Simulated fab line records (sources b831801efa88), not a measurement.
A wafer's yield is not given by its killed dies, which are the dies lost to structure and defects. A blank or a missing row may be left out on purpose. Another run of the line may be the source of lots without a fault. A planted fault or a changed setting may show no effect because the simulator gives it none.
fab line records | flow gf180mcu
record lots=5 wafers=14 lastDay=34
route steps=602 shown V2@396 M3@409
lots untouched by any fault: they come from a run of this same line in which no faults occurred
startH: the number of hours between the record's first day and the start of the first shown wafer of the lot | waitH: how many hours have passed since the lot's step before this one | " the same as in the row above | L1.1+2: a row that stands for several wafers | - either no value or no given start | * or withheld: withheld | < > ~ a bound
route shown NAME@n: NAME is a module with steps in the file, n the number in the route of the first one | usual: mean/standard deviation taken from wafers without a fault | same: alike in all rows | chamber/n: place in a boat | sites: readings site by site | _std_site: the standard deviation of these | _edge_site: the outer-site mean with the inner-site mean subtracted | radiusMm: how far each site lies from the wafer's centre | mask NAME#n: copy n | behind: the last tool/chamber to shape the wafer | hold: cause of the lot's hold/its duration in hours/its outcome | device: the transistor (n, p or np) that didn't switch | end of line: tests run on the same wafers once the route is complete | a step given without rows: its recipe and nothing more | killed: dies that structure and defects cost at the first sort, which is not the same as the wafer's yield | map: the dies of a wafer, with x for killed, . for not killed, _ for no die there
set.NAME: the setting as run; set.NAME@STEP: as run at that earlier step | model.NAME: the simulator's own value behind a step, which no gauge read
certain route steps with their lots: each step a table, each wafer a row
services: when a tool's chamber went out of use (startH, in hours from the record's first day, below 0 if earlier), for how many hours, and the reason
## steps
# step GF_V2_CD_MEAS_14
# recipe targetCdNm=260
# usual cdNm=260.1/1.2
# columns lot.wafer tool chamber startH waitH cdNm
L620.1 cdSem-01 - 473.81 0.6 260.3
L620.5 " - " " 260.2
L620.6 " - " " 258.9
L625.1 cdSem-02 - 504.92 0.1 259.3
L625.2 " - " " 259.3
L625.3 " - " " 258.2
L634.3 cdSem-01 - 594.17 0.1 260.6
L634.5 " - " " 263.0
L639.1 cdSem-01 - 618.50 0.1 261.8
L639.2 " - " " 261.3
L639.5 " - " " 261.4
L642.1 cdSem-02 - 641.62 0.1 259.5
L642.2 " - " " 258.6
L642.5 " - " " 260.4
# step GF_V2_OVL_MEAS_15
# usual V2_OVL=-3/4.5
# columns lot.wafer tool chamber startH waitH V2_OVL[nm]
L620.1 overlay-01 - 473.93 0.1 -7
L620.5 " - " " -4
L620.6 " - " " -7
L625.1 overlay-01 - 505.04 0.1 0
L625.2 " - " " 4
L625.3 " - " " 1
L634.3 overlay-01 - 594.26 0.1 1
L634.5 " - " " -2
L639.1 overlay-02 - 618.62 0.1 -8
L639.2 " - " " -7
L639.5 " - " " -3
L642.1 overlay-02 - 641.74 0.1 -7
L642.2 " - " " -10
L642.5 " - " " -2
# step GF_V2_ETCH_16
# recipe chemistry=N2/H2 targetDepthA=withheld overetchA=withheld timeS=withheld target=BARC ionEnergyEv=200 sourceW=500 biasW=100 pressureMtorr=30 n2FlowSccm=100 h2FlowSccm=200
# usual drypumpMotorCurrentA=5.6/0.37 h2FlowSccm=200.0/0.6 n2FlowSccm=100.0/0.31 oesProductAu=0.854/0.0048 throttleValvePct=13.224/0.0094
# columns lot.wafer tool chamber startH waitH drypumpMotorCurrentA h2FlowSccm n2FlowSccm oesProductAu throttleValvePct
L620.1 rieDiel-02 2 473.96 0.0 5.1 199.9 100.4 0.850 13.218
L620.5 " 0 " " 5.3 200.6 100.5 0.856 13.233
L620.6 " 3 " " 6.0 200.3 99.6 0.857 13.236
L625.1 rieDiel-04 0 505.07 0.0 6.1 200.2 100.1 0.848 13.237
L625.2 " 3 " " 6.3 200.0 100.2 0.850 13.233
L625.3 " 2 " " 5.8 199.1 99.8 0.853 13.223
L634.3 rieDiel-02 0 594.28 0.0 5.3 200.9 100.1 0.850 13.212
L634.5 " 3 " " 6.0 200.0 100.3 0.852 13.231
L639.1 rieDiel-02 0 618.65 0.0 5.4 200.2 100.2 0.854 13.232
L639.2 " 3 " " 6.0 199.2 100.0 0.852 13.225
L639.5 " 1 " " 5.3 199.6 100.4 0.859 13.222
L642.1 rieDiel-04 1 641.77 0.0 5.0 199.9 100.1 0.863 13.234
L642.2 " 0 " " 6.1 199.9 100.1 0.851 13.225
L642.5 " 2 " " 5.8 200.1 100.0 0.847 13.229
# step GF_V2_ETCH_17
# recipe chemistry=C4F8/O2/Ar maskMaterial=KrF target=SiO2 stopOn=TiN sourceW=1500 biasW=1200 pressureMtorr=40 c4f8FlowSccm=withheld O2_flow_sccm=6 Ar_flow_sccm=300 timeS=withheld targetDepthA=6300
# usual oesProductAu=0.856/0.0044
# columns lot.wafer tool chamber startH waitH oesProductAu
L620.1 rieDiel-02 2 - - 0.859
L620.5 " 0 " " 0.852
L620.6 " 3 " " 0.852
L625.1 rieDiel-04 0 - - 0.850
L625.2 " 3 " " 0.855
L625.3 " 2 " " 0.847
L634.3 rieDiel-02 0 - - 0.859
L634.5 " 3 " " 0.849
L639.1 rieDiel-02 0 - - 0.858
L639.2 " 3 " " 0.855
L639.5 " 1 " " 0.859
L642.1 rieDiel-04 1 - - 0.860
L642.2 " 0 " " 0.856
L642.5 " 2 " " 0.857
# step GF_V2_STRIP_18
# recipe chemistry=O2/N2 powerW=1400 pressureMtorr=1500 platenTempC=250 o2FlowSccm=3000 n2FlowSccm=300 overashFraction=0.5
# usual drypumpMotorCurrentA=5.74/0.26 heaterPowerW=333/27 n2FlowSccm=300.0/0.99 oesProductAu=0.593/0.0051 platenTempC=249.97/0.17
# same overashFraction=0.5
# columns lot.wafer tool chamber startH waitH drypumpMotorCurrentA heaterPowerW n2FlowSccm oesProductAu platenTempC rfHoursCounterH
L620.1 plasmaAsher-02 0 474.09 - 6.15 318 299.6 0.594 250.03 39
L620.5 " 0 " " 6.14 323 299.3 0.597 250.04 -
L620.6 " 1 " " 5.15 284 300.8 0.599 249.72 -
L625.1 plasmaAsher-01 1 505.20 - 5.61 377 299.9 0.598 250.09 8
L625.2 " 0 " " 5.89 337 300.2 0.584 250.19 8
L625.3 " 1 " " 5.62 376 299.1 0.588 250.36 -
L634.3 plasmaAsher-02 1 594.45 - 5.16 289 298.5 0.594 249.94 -
L634.5 " 1 " " 5.20 284 298.9 0.599 249.52 -
L639.1 plasmaAsher-04 1 618.78 - 5.72 342 298.8 0.593 250.10 90
L639.2 " 0 " " 5.76 309 300.7 0.598 250.01 90
L639.5 " 1 " " 5.68 349 299.7 0.601 250.11 -
L642.1 plasmaAsher-01 1 641.90 - 5.64 368 299.6 0.589 249.92 22
L642.2 " 0 " " 5.89 331 300.0 0.588 249.93 22
L642.5 " 1 " " 5.65 361 298.6 0.596 250.06 -
# step GF_V2_STRIP_19
# recipe chemistry=postEtchResidueRemover timeS=1200 tempC=72.5
# step GF_V2_CLEAN_20
# recipe chemistry=DIW dry=n2Spin
# step GF_V2_SPUTTER_21
# recipe material=Ti targetThkNm=15 chamberPressurePa=5 powerW=2500 substrateTempC=200 timeS=80.02
# step GF_V2_SPUTTER_22
# recipe material=TiN targetThkNm=10 chamberPressurePa=5 powerW=4000 timeS=40
# usual throttleValvePct=30.3/0.85
# columns lot.wafer tool chamber startH waitH throttleValvePct
L620.1 pvdSputter-04 - 474.69 0.0 30.5
L620.5 " - " " 31.0
L620.6 " - " " 30.4
L625.1 pvdSputter-04 - 505.80 0.0 31.2
L625.2 " - " " 31.1
L625.3 " - " " 29.7
L634.3 pvdSputter-03 - 595.01 0.0 31.1
L634.5 " - " " 29.8
L639.1 pvdSputter-01 - 619.44 0.0 31.2
L639.2 " - " " 30.4
L639.5 " - " " 31.1
L642.1 pvdSputter-01 - 642.53 0.0 30.7
L642.2 " - " " 30.3
L642.5 " - " " 30.4
# step GF_V2_CVD_23
# recipe material=W targetThkNm=350 timeS=104.94 tempC=400 pressureTorr=40
# usual heaterPowerW=918/69
# columns lot.wafer tool chamber startH waitH heaterPowerW
L620.1 cvdW-02 0 474.73 0.0 815
L620.5 " 0 " " 824
L620.6 " 1 " " 948
L625.1 cvdW-01 1 505.84 0.0 960
L625.2 " 0 " " 861
L625.3 " 0 " " 868
L634.3 cvdW-02 1 595.08 0.1 976
L634.5 " 1 " " 1003
L639.1 cvdW-02 0 619.48 0.0 820
L639.2 " 1 " " 974
L639.5 " 1 " " 999
L642.1 cvdW-01 1 642.57 0.0 948
L642.2 " 0 " " 865
L642.5 " 1 " " 969
# step GF_V2_RS_MEAS_24
# recipe thkMeasGauge=four-point-probe reads=W_of_V2_CVD_23+TiN_of_V2_SPUTTER_22+Ti_of_V2_SPUTTER_21
# usual V2_W_RS=0.325/0.005
# columns lot.wafer tool chamber startH waitH V2_W_RS[ohm/sq]
L620.1 filmMetro-02 - 474.84 0.1 0.325
L620.5 " - " " 0.328
L620.6 " - " " 0.331
L625.1 filmMetro-04 - 505.95 0.1 0.319
L625.2 " - " " 0.330
L625.3 " - " " 0.325
L634.3 filmMetro-01 - 595.20 0.1 0.329
L634.5 " - " " 0.326
L639.1 filmMetro-04 - 619.64 0.1 0.327
L639.2 " - " " 0.326
L639.5 " - " " 0.329
L642.1 filmMetro-02 - 642.68 0.1 0.316
L642.2 " - " " 0.325
L642.5 " - " " 0.318
# step GF_V2_THK_MEAS_25
# recipe thkMeasGauge=xrf reads=W_of_V2_CVD_23
# usual V2_W_THK=346/6
# columns lot.wafer tool chamber startH waitH V2_W_THK[nm]
L620.1 filmMetro-02 - 474.96 0.1 342
L620.5 " - " " 339
L620.6 " - " " 337
L625.1 filmMetro-04 - 506.07 0.1 348
L625.2 " - " " 337
L625.3 " - " " 343
L634.3 filmMetro-01 - 595.30 0.1 343
L634.5 " - " " 348
L639.1 filmMetro-04 - 619.76 0.1 343
L639.2 " - " " 343
L639.5 " - " " 341
L642.1 filmMetro-02 - 642.80 0.1 349
L642.2 " - " " 340
L642.5 " - " " 348
# step GF_V2_CMP_26
# recipe stopOn=SiO2 downForcePsi=3.5 platenRpm=60 tOverpolishS=15 targetThkNm=0 padVelocityMS=0.94248
# usual motorCurrentA=11.1/1.2 overpolishRunS=14.999/0.0081 timeToEndpointS=84/3.7
# columns lot.wafer tool chamber startH waitH motorCurrentA overpolishRunS timeToEndpointS
L620.1 cmp-01 3 475.12 0.1 12.4 14.999 85
L620.6 " 1 " " 8.9 15.001 86
L620.5 " 2 " " 10.6 15.008 78
L625.2 cmp-01 2 506.18 0.1 10.5 14.991 77
L625.1 " 3 " " 12.6 14.992 89
L625.3 " 0 " " 11.7 14.994 85
L634.3 cmp-01 2 595.50 0.2 10.3 14.998 77
L634.5 " 0 " " 11.0 0.029 129
L639.2 cmp-02 3 619.92 0.1 11.2 14.987 81
L639.1 " 0 " " 12.2 14.997 80
L639.5 " 1 " " 11.5 14.986 86
L642.1 cmp-02 0 642.86 0.1 11.4 14.986 84
L642.2 " 1 " " 11.1 14.993 85
L642.5 " 0 " " 11.5 15.005 82
# step GF_M3_SPUTTER_00
# recipe material=Ti targetThkNm=37.5 arrivingIonEnergyEv=80 substrateTempC=200 chamberPressurePa=2 powerW=4000 timeS=150
## services
# columns tool chamber startH hours kind
cvdW-02 - 450.21 15.6 pm
pvdSputter-04 - 453.67 3.3 repair
pvdSputter-04 - 466.23 4.7 repair
rieDiel-02 1 472.38 3.0 repair
cmp-01 - 476.46 0.6 repair
pvdSputter-04 - 477.25 3.8 repair
cvdW-02 0 482.66 1.5 repair
cvdW-02 - 495.01 6.9 pm
cmp-01 - 499.92 4.3 repair
plasmaAsher-01 - 500.46 1.3 repair
cvdW-02 0 508.90 13.1 repair
rieDiel-04 2 534.24 12.8 repair
plasmaAsher-01 - 543.80 6.1 repair
cmp-01 - 546.27 3.5 pm
rieDiel-04 3 549.12 12.2 repair
rieDiel-02 2 550.90 3.1 repair
rieDiel-04 2 568.54 10.3 repair
rieDiel-04 0 572.67 7.4 repair
cmp-02 - 572.96 4.0 pm
cmp-01 - 581.20 9.3 pm
cmp-02 - 606.46 4.9 pm
pvdSputter-04 - 617.04 4.0 repair
cmp-02 - 633.80 1.2 repair
cmp-01 - 637.64 6.8 pm
## key
firstSign step=GF_V2_CMP_26 reading=overpolishRunS direction=down sigmas=99+ usual=14.999 struck=0.029
effect step=GF_V2_CMP_26 reading=timeToEndpointS direction=up sigmas=12 usual=* struck=*
metAt GF_V2_CMP_26
struckWafers L634.5
laterRowsLeftOut L634.5
sortLeftOut L634.5
onsetBetween 506.18 595.50
fault kind=processParameterDrift tool=cmp-01 chamber=- onsetH=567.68 steps=GF_V2_CMP_26 channel=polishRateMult offset=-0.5 shape=step endH=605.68 scope=struckWafersOnly
# sortLeftOut: the simulated sort isn't trusted on such a fault, so these wafers' sort isn't shown, and their yield isn't known
# laterRowsLeftOut: the simulator's readings of these wafers behind a module that went badly wrong aren't trusted and aren't shown, but for the sort
